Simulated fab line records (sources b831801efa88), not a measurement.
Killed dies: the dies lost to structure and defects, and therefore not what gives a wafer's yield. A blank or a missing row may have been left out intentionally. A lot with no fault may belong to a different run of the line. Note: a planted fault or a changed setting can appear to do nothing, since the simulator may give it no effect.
Problem report in the 8D (eight disciplines) form, filled by code / flow sfq line / the parts of the form that need people (team, actions taken, sign-off) are left out

## 1. THE ISSUE
SFQ_TRILAYER_M2_LITHO_PEB_060, heater power total W: mean 81.11 W over 1 wafer from 1 lot; wafers with no fault: 79.15 W, standard deviation 0.067. Relative to the usual mean, that is a shift of +29 standard deviations.
The step: peb time 60 s.
The first sign was on wafer L433.2 at day 33 17:36, on litho track-01. The record has a number at this step for 39 wafers belonging to 13 lots. By rule, "out" or "out of limits" means more than 4 standard deviations away from the usual mean. The rest of the wafers with a number are treated as sound.

## 2. WHAT THIS IS AND IS NOT
question=which readings at this step | is=heater power total W | is not=-
question=which lots | is=L433 | is not=L414, L415, L416, L418, L420, L423, L424, L426, L429, L435, L436, L437
question=which wafers of those lots | is=L433.2 | is not=L433.1, L433.5
question=read on which tools | is=litho track-01 | is not=litho track-02, litho track-04
question=when | is=from day 33 17:36 | is not=up to then (29 sound wafers); but 9 sound wafers of L435, L436, L437 came after

## 3. THE SUSPECTS, EACH WITH WHAT RULES IT OUT
Counting: a tool at a process step up to the reading stays a suspect if it ran every lot that is out. Sound lots after the first of them don't rule it out here, since some wafers of a struck lot are sound.
- rie metal-01 at SFQ_TRILAYER_L0_VIA_STRIP_STRIP_017 (strips in O2): kept. L433, the lot that is out, went through it at day 13 22:38; up to then, the latest sound lot through it was L420 at day 7 07:00.
- litho track-01 at SFQ_TRILAYER_M2_LITHO_PEB_060 (peb time 60 s): kept. L433, the lot that is out, went through it at day 33 17:36; up to then, the latest sound lot through it was L426 at day 33 07:23. On those wafers its own readings are out: heater power total W.
After counting, rie metal-01 at SFQ_TRILAYER_L0_VIA_STRIP_STRIP_017 and litho track-01 at SFQ_TRILAYER_M2_LITHO_PEB_060 remain.

## 4. THE CAUSE (what the simulator had put in)
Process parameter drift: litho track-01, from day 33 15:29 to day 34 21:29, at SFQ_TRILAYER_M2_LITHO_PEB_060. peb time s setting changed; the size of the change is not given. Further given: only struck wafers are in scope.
Counting left 2 suspects, and this tool is among them.

## 5. SEQUENCE OF EFFECTS, ordered by route
Each row: a reading where the mean over the struck wafers with a number is more than 3 standard deviations away from the usual. Only readings whose record carries a usual standard deviation are examined. hours: median over the lots of the time between each lot's start at the first step of this table that gives one and its start at this step. sigmas: the change, counted in usual standard deviations.
hours=0; step=SFQ_TRILAYER_M2_LITHO_PEB_060; reading=heater power total W; usual=79.15 W; on struck wafers=81.11; change=+1.96; sigmas=+29
Process steps it contains:
- SFQ_TRILAYER_M2_LITHO_PEB_060: peb time 60 s.
Readings that are blank on the struck wafers while sound wafers have them: plate temp C at SFQ_TRILAYER_M2_LITHO_PEB_060.
Later steps that measure or inspect, where all struck wafers having a row at the step show a number for every such reading and not one has moved that far: SFQ_I7_BOW_MEAS_946.

## 6. HOW IT WOULD HAVE BEEN CAUGHT EARLIER
2 hours passed between the start of the fault at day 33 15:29 and the first reading out of limits in this record, taken at day 33 17:36.
